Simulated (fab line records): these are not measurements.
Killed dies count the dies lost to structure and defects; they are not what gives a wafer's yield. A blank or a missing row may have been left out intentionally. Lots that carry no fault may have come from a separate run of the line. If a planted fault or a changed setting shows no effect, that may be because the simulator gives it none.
fab line records | flow gf180mcu | part 2 of 2: steps 26 to 35 of 35
[record] lots = 5 wafers = 15 last-day = 33
route steps=602 shown DNWELL@41 NWELL@42 LVPWELL@54 MVSD@66
lots that met no fault: taken from a fault-free run of the same line
start-h: start of the lot's first displayed wafer, in hours after the record's first day | wait-h: hours from the lot's prior step to this one | " the same as in the row above | L1.1+2: one row covering several wafers at once | - value missing, or start not given | * or withheld: withheld | < > ~ a bound
route shown NAME@n: a module of which the file shows steps, and the number in the route of the first | usual: the fault-free wafers' mean and standard deviation | same: alike in all rows | chamber/n: place in a boat | sites: each site's reading | _std_site: standard deviation across them | _edge_site: mean of outer sites minus mean of inner sites | radius-mm: for every site, how far away it sits from the centre of the wafer | mask NAME#n: copy n | behind: the tool/chamber that last shaped the wafer | hold: what put the lot on hold/how long, in hours/how the hold closed | device: whichever transistor did not switch (one of n, p or np) | end of line: at the end of the route, the tests of the same wafers | step lacking rows: just its recipe | killed: at the first sort, the dies lost to defects and structure; wafer yield is something else | map: dies across one wafer; x = killed, . = not, _ = none there
set.NAME: the setting that was run; set.NAME@STEP: the one run at that earlier step | model.NAME: the simulator's own value behind a step, which no gauge read
a table for each step, a row for each wafer; lots at some steps of the route
services: when a tool's chamber went out of use (start-h, in hours from the record's first day, below 0 if earlier), for how many hours, and the reason
[[steps]]
[step GF_MVSD_DEHYDRATE_00]
[recipe] temp-c = 200 time-s = 60
[usual] chill-plate-temp-C = 23.00/0.098
// columns lot.wafer tool chamber start-h wait-h chill-plate-temp-C
L076.2 litho-track-01 0 87.60 6.0 22.96
L076.5 " 0 " " 22.96
L076.6 " 0 " " 23.00
L082.2 litho-track-01 0 120.20 6.5 22.83
L082.4 " 0 " " 23.10
L082.5 " 0 " " 22.91
L083.2 litho-track-01 0 125.35 6.8 22.95
L083.4 " 0 " " 22.96
L083.5 " 0 " " 22.89
L088.2 litho-track-04 0 158.13 7.0 22.92
L088.3 " 0 " " 22.97
L088.6 " 0 " " 22.98
L092.2 litho-track-01 0 180.40 7.4 23.11
L092.4 " 0 " " 22.99
L092.5 " 0 " " 23.07
[step GF_MVSD_HMDS_01]
[recipe] prime-time-s = 60 prime-temp-c = 120
[usual] chill-plate-temp-C = 23.00/0.11
// columns lot.wafer tool chamber start-h wait-h chill-plate-temp-C
L076.2 litho-track-01 0 87.75 0.1 22.84
L076.5 " 0 " " 23.02
L076.6 " 0 " " 23.01
L082.2 litho-track-01 0 120.35 0.1 23.06
L082.4 " 0 " " 23.01
L082.5 " 0 " " 23.25
L083.2 litho-track-01 0 125.50 0.1 22.91
L083.4 " 0 " " 22.97
L083.5 " 0 " " 22.96
L088.2 litho-track-04 0 158.28 0.1 22.90
L088.3 " 0 " " 22.65
L088.6 " 0 " " 22.92
L092.2 litho-track-01 0 180.55 0.1 23.12
L092.4 " 0 " " 23.15
L092.5 " 0 " " 23.16
[step GF_MVSD_COAT_02]
[recipe] spin-rpm = 2000 resist-thk-nm = 3000
[usual] chill-plate-temp-C = 22.99/0.1
// columns lot.wafer tool chamber start-h wait-h chill-plate-temp-C
L076.2 litho-track-01 0 87.90 0.1 23.19
L076.5 " 0 " " 23.02
L076.6 " 0 " " 23.04
L082.2 litho-track-01 0 120.50 0.1 22.91
L082.4 " 0 " " 22.92
L082.5 " 0 " " 22.97
L083.2 litho-track-01 0 125.65 0.1 23.00
L083.4 " 0 " " 22.92
L083.5 " 0 " " 22.93
L088.2 litho-track-04 0 158.43 0.1 22.94
L088.3 " 0 " " 23.18
L088.6 " 0 " " 23.02
L092.2 litho-track-01 0 180.70 0.1 23.02
L092.4 " 0 " " 23.04
L092.5 " 0 " " 23.05
[step GF_MVSD_SOFTBAKE_03]
[recipe] temp-c = 110 time-s = withheld
[usual] chill-plate-temp-C = 22.98/0.097
// columns lot.wafer tool chamber start-h wait-h chill-plate-temp-C
L076.2 litho-track-01 0 88.06 0.1 22.90
L076.5 " 0 " " 23.02
L076.6 " 0 " " 22.99
L082.2 litho-track-01 0 120.66 0.1 22.98
L082.4 " 0 " " 23.04
L082.5 " 0 " " 22.94
L083.2 litho-track-01 0 125.81 0.1 22.99
L083.4 " 0 " " 23.10
L083.5 " 0 " " 22.99
L088.2 litho-track-04 0 158.59 0.1 23.06
L088.3 " 0 " " 23.08
L088.6 " 0 " " 22.90
L092.2 litho-track-01 0 180.86 0.1 22.91
L092.4 " 0 " " 23.19
L092.5 " 0 " " 22.85
[step GF_MVSD_EXPOSE_04]
[recipe] mask-id = MVSD target-cd-nm = 1000 na = 0.6 source-shape = conventional sigma-outer = 0.6 dose-mj = 260
// columns lot.wafer tool chamber start-h wait-h mask
L076.2+5+6 iline-stepper-01 0 - - MVSD#0
L082.2+4+5 iline-stepper-01 0 - - MVSD#0
L083.2+4+5 iline-stepper-02 0 - - MVSD#0
L088.2+3+6 iline-stepper-01 0 - - MVSD#0
L092.2+4+5 iline-stepper-02 0 - - MVSD#0
[step GF_MVSD_PEB_05]
[recipe] temp-c = 115 time-s = withheld
[usual] chill-plate-temp-C = 23.03/0.094
// columns lot.wafer tool chamber start-h wait-h chill-plate-temp-C
L076.2 litho-track-03 0 - - 23.12
L076.5 " 0 " " 23.17
L076.6 " 0 " " 23.08
L082.2 litho-track-04 0 - - 23.02
L082.4 " 0 " " 23.15
L082.5 " 0 " " 23.10
L083.2 litho-track-03 0 - - 23.09
L083.4 " 0 " " 23.22
L083.5 " 0 " " 23.02
L088.2 litho-track-01 0 - - 23.10
L088.3 " 0 " " 23.11
L088.6 " 0 " " 23.18
L092.2 litho-track-03 0 - - 23.13
L092.4 " 0 " " 23.13
L092.5 " 0 " " 22.98
[step GF_MVSD_DEVELOP_06]
[recipe] wall-angle-deg = 90 develop-time-s = 60 dev-temp-c = 23
[usual] chill-plate-temp-C = 22.98/0.1
// columns lot.wafer tool chamber start-h wait-h chill-plate-temp-C
L076.2 litho-track-03 0 - - 22.92
L076.5 " 0 " " 22.94
L076.6 " 0 " " 23.01
L082.2 litho-track-04 0 - - 23.15
L082.4 " 0 " " 23.10
L082.5 " 0 " " 23.21
L083.2 litho-track-03 0 - - 22.89
L083.4 " 0 " " 22.98
L083.5 " 0 " " 22.97
L088.2 litho-track-01 0 - - 23.02
L088.3 " 0 " " 22.92
L088.6 " 0 " " 23.00
L092.2 litho-track-03 0 - - 22.97
L092.4 " 0 " " 23.00
L092.5 " 0 " " 22.72
[step GF_MVSD_OVL_MEAS_07]
[usual] MVSD_OVL = -0.3/1.3
// columns lot.wafer tool chamber start-h wait-h MVSD_OVL[nm]
L076.2 overlay-02 - 95.72 - -0.5
L076.5 " - " " 0.1
L076.6 " - " " -1.9
L082.2 overlay-01 - 128.56 - -3.4
L082.4 " - " " -1.6
L082.5 " - " " -3.0
L083.2 overlay-02 - 133.02 - 0.4
L083.4 " - " " -1.7
L083.5 " - " " -2.2
L088.2 overlay-02 - 166.53 - 0.2
L088.3 " - " " -1.3
L088.6 " - " " -0.2
L092.2 overlay-02 - 189.22 - 1.0
L092.4 " - " " 0.1
L092.5 " - " " 1.0
[step GF_MVSD_IMPLANT_08]
[recipe] species = P energy-kev = 400 dose-cm2 = 1.6e+13 tilt-deg = 0
[usual] end-station-pressure-torr = 5.08e-06/2.7e-07 tilt-deg = -0.003/0.017
// columns lot.wafer tool chamber start-h wait-h end-station-pressure-torr tilt-deg
L076.2 implanter-02 0 95.78 0.0 4.51e-06 0.005
L076.5 " 0 " " 5.25e-06 -0.015
L076.6 " 0 " " 5.29e-06 0.000
L082.2 implanter-02 0 128.62 0.0 5.21e-06 -0.031
L082.4 " 0 " " 5.01e-06 -0.031
L082.5 " 0 " " 5.36e-06 -0.006
L083.2 implanter-01 0 133.08 0.0 5.23e-06 -0.019
L083.4 " 0 " " 5.26e-06 0.017
L083.5 " 0 " " 4.58e-06 -0.008
L088.2 implanter-02 0 166.59 0.0 5.31e-06 0.022
L088.3 " 0 " " 5.27e-06 0.029
L088.6 " 0 " " 4.98e-06 0.013
L092.2 implanter-03 0 189.27 0.0 5.25e-06 0.026
L092.4 " 0 " " 5.22e-06 0.029
L092.5 " 0 " " 4.98e-06 -0.006
[step GF_MVSD_IMPLANT_09]
[recipe] species = P energy-kev = 100 dose-cm2 = 5e+12 tilt-deg = 0
[usual] end-station-pressure-torr = 5.05e-06/2.6e-07 tilt-deg = -0.002/0.022
// columns lot.wafer tool chamber start-h wait-h end-station-pressure-torr tilt-deg
L076.2 implanter-02 0 95.93 0.1 5.33e-06 -0.020
L076.5 " 0 " " 4.88e-06 -0.016
L076.6 " 0 " " 4.94e-06 -0.010
L082.2 implanter-02 0 128.77 0.1 5.26e-06 0.019
L082.4 " 0 " " 5.07e-06 0.007
L082.5 " 0 " " 5.31e-06 0.000
L083.2 implanter-01 0 133.23 0.1 5.14e-06 -0.003
L083.4 " 0 " " 4.99e-06 0.058
L083.5 " 0 " " 4.55e-06 0.028
L088.2 implanter-02 0 166.74 0.1 5.21e-06 0.014
L088.3 " 0 " " 5.6e-06 0.021
L088.6 " 0 " " 5.58e-06 0.002
L092.2 implanter-03 0 189.42 0.1 5.27e-06 -0.028
L092.4 " 0 " " 5.57e-06 -0.039
L092.5 " 0 " " 5.15e-06 -0.043
[[services]]
// columns tool chamber start-h hours kind
plasma-asher-04 - 37.59 2.0 repair
implanter-01 - 39.44 4.7 pm
iline-stepper-01 - 59.66 1.7 pm
implanter-02 - 71.05 1.7 repair
iline-stepper-02 - 81.50 4.4 pm
iline-stepper-02 - 85.95 1.7 pm
implanter-04 - 86.74 4.7 pm
plasma-asher-03 - 86.99 2.8 pm
implanter-03 - 89.57 1.8 repair
implanter-03 - 93.58 2.7 repair
plasma-asher-02 - 95.40 3.9 repair
implanter-03 - 98.49 5.2 pm
plasma-asher-04 - 101.13 15.6 pm
implanter-02 - 103.97 1.9 repair
plasma-asher-01 - 108.75 9.0 pm
plasma-asher-01 0 108.75 9.0 vent-cycle
plasma-asher-01 1 108.75 9.0 vent-cycle
plasma-asher-01 - 113.00 1.5 repair
implanter-01 - 118.82 2.9 repair
plasma-asher-01 - 138.61 2.8 pm
plasma-asher-04 - 150.77 9.4 repair
implanter-02 - 168.68 15.7 repair
implanter-02 - 179.31 2.0 repair
implanter-02 - 184.42 124.8 pm
